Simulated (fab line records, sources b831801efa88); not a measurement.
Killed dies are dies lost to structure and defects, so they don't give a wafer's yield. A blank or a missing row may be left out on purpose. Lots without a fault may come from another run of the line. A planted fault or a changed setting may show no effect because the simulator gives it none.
Problem report in the 8D (eight disciplines) form, filled by code | flow gf180mcu | the parts of the form that need people (team, actions taken, sign-off) are left out

1. THE PROBLEM
V1_W_RS at GF_V1_RS_MEAS_24 reads a mean of 0.348 ohm/sq on 4 wafers of 2 lots; wafers without a fault read 0.329 ohm/sq with a standard deviation of 0.0036. That is +5.3 standard deviations from the usual mean.
The step: measures by four-point-probe.
First seen on wafer L530.2, day 25 09:13, on film_metro-01. The record holds 33 wafers of 11 lots with a number at this step. Rule for "out", or "out of limits": more than 4 standard deviations from the usual mean. The other wafers with a number count as sound.

2. WHAT IT IS AND WHAT IT IS NOT
question                    | is                             | is not
which readings at this step | V1_W_RS                        | -
which lots                  | L530, L531                     | L510, L511, L514, L515, L517, L518, L521, L527, L532
which wafers of those lots  | L530.2, L530.4, L531.2, L531.5 | L530.5, L531.4
read on which gauges        | film_metro-01, film_metro-03   | film_metro-02
when                        | from day 25 09:13              | up to then (25 sound wafers); but 4 sound wafers of L531, L532 came after

3. SUSPECTS, AND WHAT RULES EACH OUT
Counting: a tool at a process step up to the reading stays a suspect if it ran every lot that is out. Sound lots after the first of them don't rule it out here, since some wafers of a struck lot are sound.
- the gauge at GF_V1_RS_MEAS_24: ruled out. The wafers that are out were read on 2 gauges (film_metro-01, film_metro-03).
- cvd_w-02 at GF_V1_CVD_23 (deposits W, target thk 350 nm, time 105.05 s): kept. It ran every lot that is out, first L530 (day 25 09:05); its last sound lot up to then is L527 (day 24 06:47).
- Within cvd_w-02 at GF_V1_CVD_23: the wafers that are out ran in chamber 0; their sound lot-mates ran in chamber 1.
Left after counting: cvd_w-02 at GF_V1_CVD_23.

4. THE CAUSE (what the simulator had put in)
Process parameter drift: cvd_w-02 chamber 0, from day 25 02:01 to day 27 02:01, at GF_V1_CVD_23. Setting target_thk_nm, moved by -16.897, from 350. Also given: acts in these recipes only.
Counting left only this tool.

5. THE CHAIN OF EFFECTS, in route order
Each row: a reading whose mean over the struck wafers that have a number lies more than 3 standard deviations from the usual. Only readings for which the record gives a usual standard deviation are gone through. hours: the time from each lot's start at the first step in this table that gives one to its start at this step, as a median over the lots. sigmas: the change in usual standard deviations.
hours | step              | reading  | usual        | on struck wafers | change | sigmas
0     | GF_V1_RS_MEAS_24  | V1_W_RS  | 0.329 ohm/sq | 0.348            | +0.019 | +5.3
0     | GF_V1_THK_MEAS_25 | V1_W_THK | 342 nm       | 324              | -18    | -3.4

6. WHAT WOULD HAVE CAUGHT IT SOONER
In this record the first reading out of limits at a measuring or inspecting step was taken at day 25 09:13, 7 hours after the fault began at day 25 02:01.
Of the tool readings at GF_V1_CVD_23 for which the record gives a usual standard deviation, none was out on any struck wafer, so an alarm limit of 4 standard deviations on them would not have fired.
Of the lots that are out (2), L531 began GF_V1_CVD_23 on cvd_w-02 after day 25 09:13. A hold on the tool at that time would have spared it.
